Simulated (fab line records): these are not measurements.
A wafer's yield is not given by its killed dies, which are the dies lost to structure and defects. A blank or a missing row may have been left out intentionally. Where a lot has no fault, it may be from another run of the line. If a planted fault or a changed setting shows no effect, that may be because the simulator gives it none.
A struck lot beside a sound one -- flow sky130 -- 43 steps out of a route of 708
Sound: wafers L774.1, L774.3, L774.6. Struck: wafers L793.3, L793.6. (L793.5 of the same lot was not struck and is left out.) The cause comes at the end.
For every step that has rows: the tool of each side, followed by ch and its chambers, followed by its first start. Under that, the readings that differ: sound wafers -- struck wafers -- difference of the means -- sigmas: that difference in standard deviations of wafers without a fault.
alike: a reading whose means differ by less than 2 such deviations, as well as words and numbers matching on both sides. not compared: withheld readings; readings where some wafer has no value; bounds like >300 that might hide an equal value; numbers whose values overlap and for which the record gives no deviation.
Wherever a step has rows on one side only, a row that says differs or no value, or a row with sigmas, the two part there. Numbers that don't overlap but have no deviation are shown without sigmas and don't part them. A reading missing from all wafers of one side parts the sides only when that side holds two or more wafers.

SKY_LOCAL_INTERCONNECT_RS_MEAS_01: measures by four-point-probe.
  sound on film-metro-03, day 30 14:56; struck on film-metro-03, day 36 01:34
  alike: LOCAL_INTERCONNECT_TIN_RS
SKY_LOCAL_INTERCONNECT_THK_MEAS_02: measures by xrf.
  sound on film-metro-03, day 30 15:03; struck on film-metro-03, day 36 01:40
  alike: LOCAL_INTERCONNECT_TIN_THK
then, 8 steps without rows for these wafers: SKY_LOCAL_INTERCONNECT_DEHYDRATE_03 (time 60 s); SKY_LOCAL_INTERCONNECT_HMDS_04 (prime time 60 s); SKY_LOCAL_INTERCONNECT_COAT_05 (resist thk 60 nm); SKY_LOCAL_INTERCONNECT_COAT_06 (resist thk 450 nm); SKY_LOCAL_INTERCONNECT_SOFTBAKE_07 (time 90 s); SKY_LOCAL_INTERCONNECT_EXPOSE_08 (exposes mask LI1M, target cd 170 nm); SKY_LOCAL_INTERCONNECT_PEB_09; SKY_LOCAL_INTERCONNECT_DEVELOP_10 (develop time 60 s).
SKY_LOCAL_INTERCONNECT_CD_MEAS_11: target cd 170 nm.
  sound on cd-sem-01, day 31 18:22; struck on cd-sem-02, day 37 04:41
reading,sound,struck,difference,sigmas
cd-nm (nm),167.7 167.2 167.7,170.4 171.9,+3.6,+2
SKY_LOCAL_INTERCONNECT_OVL_MEAS_12:
  sound on overlay-02, day 31 18:29; struck on overlay-01, day 37 04:46
  alike: LOCAL_INTERCONNECT_OVL
SKY_LOCAL_INTERCONNECT_ETCH_13: etches BARC in N2/H2, stops on SiO2, time 45.9 s, target depth 60 nm.
  sound on rie-metal-04 ch 0,1, day 31 18:31; struck on rie-metal-04 ch 0, day 37 04:49
  alike: bias-w, drypump-motor-current-A, he-backside-leak-sccm, oes-product-au, throttle-valve-pct
  not compared: rf-hours-counter-h
then, 1 step without rows for these wafers: SKY_LOCAL_INTERCONNECT_METAL_ETCH_14 (etches TiN in Cl2/BCl3, stops on PSG, target depth 110 nm, time 31.4 s).
SKY_LOCAL_INTERCONNECT_STRIP_15: strips in O2/N2.
  sound on plasma-asher-04 ch 0,1, day 31 18:38; struck on plasma-asher-02 ch 0,1, day 37 04:57
reading,sound,struck,difference,sigmas
strip-time-to-endpoint-s (s),4.736 4.738 4.751,4.702 4.706,-0.038,-2
  alike: drypump-motor-current-A, oes-product-au
  not compared: rf-hours-counter-h
then, 3 steps without rows for these wafers: SKY_LOCAL_INTERCONNECT_STRIP_16 (strips in post etch residue remover, time 1247 s); SKY_LOCAL_INTERCONNECT_CLEAN_17 (cleans in IPA, time 180 s); SKY_LOCAL_INTERCONNECT_CLEAN_18 (cleans in O3/DIW).
SKY_CONTACT_CVD_00: deposits Si3N4, target thk 75 nm.
  sound on pecvd-04 ch 0,1, day 31 19:14; struck on pecvd-02 ch 0,2, day 37 05:31
  alike: heater-power-outer-w, heater-power-w
SKY_CONTACT_THK_MEAS_01:
  sound on film-metro-04, day 31 19:16; struck on film-metro-03, day 37 05:34
  alike: CONTACT_CVD_00_THK
then, 1 step without rows for these wafers: SKY_CONTACT_HDPCVD_02 (deposits SiO2, target thk 565 nm, time 94.2 s).
SKY_CONTACT_THK_MEAS_03:
  sound on film-metro-02, day 31 19:24; struck on film-metro-02, day 37 05:50
  alike: CONTACT_HDPCVD_THK
SKY_CONTACT_CMP_04: polishes SiO2.
  sound on cmp-02 ch 0,1,2, day 31 19:34; struck on cmp-02 ch 0,1, day 37 05:55
  alike: edge-zone-pressure-frac, motor-current-A, platen-rpm, time-to-endpoint-s
SKY_CONTACT_BOW_MEAS_05:
  sound on film-metro-03, day 31 19:46; struck on film-metro-04, day 37 06:13
  alike: CONTACT_BOW
then, 8 steps without rows for these wafers: SKY_CONTACT_DEHYDRATE_06 (time 60 s); SKY_CONTACT_HMDS_07 (prime time 60 s); SKY_CONTACT_COAT_08 (resist thk 60 nm); SKY_CONTACT_COAT_09 (resist thk 450 nm); SKY_CONTACT_SOFTBAKE_10 (time 90 s); SKY_CONTACT_EXPOSE_11 (exposes mask CTM1, target cd 170 nm); SKY_CONTACT_PEB_12; SKY_CONTACT_DEVELOP_13 (develop time 60 s).
SKY_CONTACT_CD_MEAS_14: target cd 170 nm.
  sound on cd-sem-01, day 32 22:49; struck on cd-sem-02, day 38 08:00
  alike: cd-nm
SKY_CONTACT_OVL_MEAS_15:
  sound on overlay-02, day 32 22:56; struck on overlay-01, day 38 08:06
  alike: CONTACT_OVL
then, 2 steps without rows for these wafers: SKY_CONTACT_ETCH_16 (etches BARC in N2/H2, stops on SiO2, time 45.9 s, target depth 60 nm); SKY_CONTACT_ETCH_17 (etches SiO2 in C4F8/O2/Ar, stops on Si3N4, target depth 340 nm).
SKY_CONTACT_ETCH_18: etches Si3N4 in CHF3/O2, stops on TiN, time 39 s, target depth 75 nm.
  sound: rie-diel-04 ch 0,1; struck: rie-diel-04 ch 0
  alike: bias-w, drypump-motor-current-A, oes-product-au, throttle-valve-pct
  not compared: rf-hours-counter-h
SKY_CONTACT_STRIP_19: strips in O2/N2.
  sound on plasma-asher-04 ch 0,1, day 32 23:06; struck on plasma-asher-04 ch 1, day 38 08:17
  alike: drypump-motor-current-A, oes-product-au, strip-time-to-endpoint-s
  not compared: rf-hours-counter-h
then, 4 steps without rows for these wafers: SKY_CONTACT_STRIP_20 (strips in post etch residue remover, time 1200 s); SKY_CONTACT_CLEAN_21 (cleans in IPA, time 180 s); SKY_CONTACT_CLEAN_22 (cleans in O3/DIW); SKY_CONTACT_SPUTTER_23 (material TiN, target thk 20 nm, time 80 s).
-- the record jumps here: 12 days lie between the struck wafers' starts before and after (it left off in module CONTACT and takes up again in module PAD_OPEN, whose first step shown is number 708 of the route) --
SKY_PAD_OPEN_PROBE_99:
  only the struck wafers here have rows in the record (prober-02, day 50 18:17); the sound ones have none

WHERE THEY PART
Last at SKY_PAD_OPEN_PROBE_99 as far as this record goes, first at SKY_LOCAL_INTERCONNECT_CD_MEAS_11.

WHY: what had been put in by the simulator
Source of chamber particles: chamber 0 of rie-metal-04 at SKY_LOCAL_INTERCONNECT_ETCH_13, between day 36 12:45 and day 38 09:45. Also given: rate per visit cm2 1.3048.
